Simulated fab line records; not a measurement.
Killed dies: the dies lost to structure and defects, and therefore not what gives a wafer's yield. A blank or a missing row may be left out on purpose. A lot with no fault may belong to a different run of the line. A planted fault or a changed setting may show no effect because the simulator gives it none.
Struck lot and sound lot, side by side + flow gf180mcu + 26 out of 602 route steps
Sound: the wafers L518.2, L518.3, L518.4. Struck: wafer L526.1; the same lot's L526.5 was not struck, so it is left out; see the end for the cause.
At each step with rows: each side's tool, then ch and its chambers, then its first start. Under that, the readings that differ: sound wafers + struck wafers + difference of the means + sigmas: that difference in standard deviations of wafers without a fault.
alike: readings whose means differ by less than 2 such deviations, and words and numbers that are the same on both sides. not compared: withheld readings, readings that some wafer has no value for, bounds like >300 that may hide the same value, and numbers for which the record gives no deviation and whose values overlap.
A row with sigmas, a row that says differs or no value, or rows on one side alone: a step with any of these is where the two part. Numbers that don't overlap but have no deviation are shown without sigmas and don't part them. A reading that every wafer of one side lacks parts them only if that side has two wafers or more.

first, 6 steps without rows for these wafers: GF_TOP_METAL_HMDS_08 (prime time 60 s); GF_TOP_METAL_COAT_09 (resist thk 1500 nm); GF_TOP_METAL_SOFTBAKE_10 (time 60 s); GF_TOP_METAL_EXPOSE_11 (exposes mask MetalTop, target cd 440 nm); GF_TOP_METAL_PEB_12; GF_TOP_METAL_DEVELOP_13 (develop time 60 s).
GF_TOP_METAL_CD_MEAS_14: the cd target is 440 nm.
  struck on cdSem-01, day 31 14:51; sound on cdSem-02, day 29 06:37
  alike: cdNm
GF_TOP_METAL_OVL_MEAS_15:
  struck on overlay-02, day 31 14:58; sound on overlay-02, day 29 06:43
  alike: TOP_METAL_OVL
GF_TOP_METAL_METAL_ETCH_16: etches the open film in Cl2/BCl3, stops on SiO2, target depth 1077.5 nm, time 179.6 s.
  sound on rieMetal-04 ch 0,1, day 29 06:44; struck on rieMetal-02 ch 1, day 31 15:01
  alike: bcl3FlowSccm, drypumpMotorCurrentA, oesProductAu, rfFwdPowerW, throttleValvePct
  not compared: rfHoursCounterH
GF_TOP_METAL_STRIP_17: strips in O2/N2.
  sound on plasmaAsher-01 ch 0,1, day 29 06:55; struck on plasmaAsher-02 ch 0, day 31 15:11
  alike: drypumpMotorCurrentA, heaterPowerW, n2FlowSccm, o2FlowSccm, oesProductAu, stripTimeToEndpointS
  not compared: rfHoursCounterH
then, 2 steps without rows for these wafers: GF_TOP_METAL_STRIP_18 (strips in post etch residue remover, time 1200 s); GF_TOP_METAL_CLEAN_19 (cleans in DIW).
GF_PASSIVATION_CVD_00: deposits SiO2 from TEOS, target thk 1000 nm, time 111.95 s.
  sound on pecvd-02 ch 0,1,2, day 29 07:29; struck on pecvd-01 ch 2, day 31 15:43
| reading                                     | sound             | struck | difference | sigmas |
|---------------------------------------------|-------------------|--------|------------|--------|
| heaterPowerW (W)                            | 478 719 667       | 419    | -202       | -2     |
| runLengthS (s)                              | 140.5 139.9 140.5 | 120.6  | -19.7      | -34    |
| model.SiO2_of_PASSIVATION_CVD_00.thkNm (nm) | 1005 989.5 1017   | 832.3  | -171.5     |        |
  not compared: rfFwdPowerW
GF_PASSIVATION_THK_MEAS_01:
  struck on filmMetro-01, day 31 15:48; sound on filmMetro-01, day 29 07:34
| reading                     | sound         | struck | difference | sigmas |
|-----------------------------|---------------|--------|------------|--------|
| PASSIVATION_CVD_00_THK (nm) | 1005 989 1017 | 832    | -172       | -13    |
GF_PASSIVATION_CVD_02: deposits Si3N4, target thk 700 nm, time 486.18 s.
  sound on pecvd-04 ch 0,1, day 29 07:37; struck on pecvd-04 ch 2, day 31 15:52
  alike: heaterPowerW, rfFwdPowerW, runLengthS
GF_PASSIVATION_THK_MEAS_03:
  struck on filmMetro-01, day 31 16:08; sound on filmMetro-01, day 29 07:55
  alike: PASSIVATION_CVD_02_THK
then, 7 steps without rows for these wafers: GF_PASSIVATION_DEHYDRATE_04 (time 60 s); GF_PASSIVATION_HMDS_05 (prime time 60 s); GF_PASSIVATION_COAT_06 (resist thk 4000 nm); GF_PASSIVATION_SOFTBAKE_07; GF_PASSIVATION_EXPOSE_08 (exposes mask Pad, target cd 40000 nm); GF_PASSIVATION_PEB_09; GF_PASSIVATION_DEVELOP_10 (develop time 60 s).
GF_PASSIVATION_ETCH_11: etches the open film in CF4/O2, stops on TiN, target depth 1800 nm, time 400 s.
  sound on rieDiel-03 ch 0,1,3, day 30 02:46; struck on rieDiel-02 ch 0, day 32 08:19
| reading                               | sound             | struck | difference | sigmas |
|---------------------------------------|-------------------|--------|------------|--------|
| oesProductAu (a.u.)                   | 0.959 0.966 0.969 | 0.907  | -0.058     | -7     |
| rfHoursCounterH (h)                   | 27 9 3            | 33     | +20        |        |
| throttleValvePct (%)                  | 5.968 5.956 5.969 | 5.946  | -0.018     | -2     |
| model.PASSIVATION.featureDepthNm (nm) | 1696 1677 1724    | 1530   | -169       |        |
| model.etch.depthNm (nm)               | 1696 1677 1724    | 1530   | -169       |        |
  alike: drypumpMotorCurrentA, rfFwdPowerW
GF_PASSIVATION_STRIP_12: strips in O2/N2.
  sound on plasmaAsher-04 ch 0,1, day 30 03:01; struck on plasmaAsher-01 ch 1, day 32 08:34
  alike: drypumpMotorCurrentA, heaterPowerW, n2FlowSccm, o2FlowSccm, oesProductAu, stripTimeToEndpointS
  not compared: rfHoursCounterH
GF_PASSIVATION_PROBE_99:
  the record has rows for the sound wafers here (prober-01, day 30 04:47) and none for the struck ones

## WHERE THEY PART
Earliest at GF_PASSIVATION_CVD_00; latest, in this record, at GF_PASSIVATION_PROBE_99.

WHY: what the simulator had put in
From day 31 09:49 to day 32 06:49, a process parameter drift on pecvd-01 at GF_PASSIVATION_CVD_00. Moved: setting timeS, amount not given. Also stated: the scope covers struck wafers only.
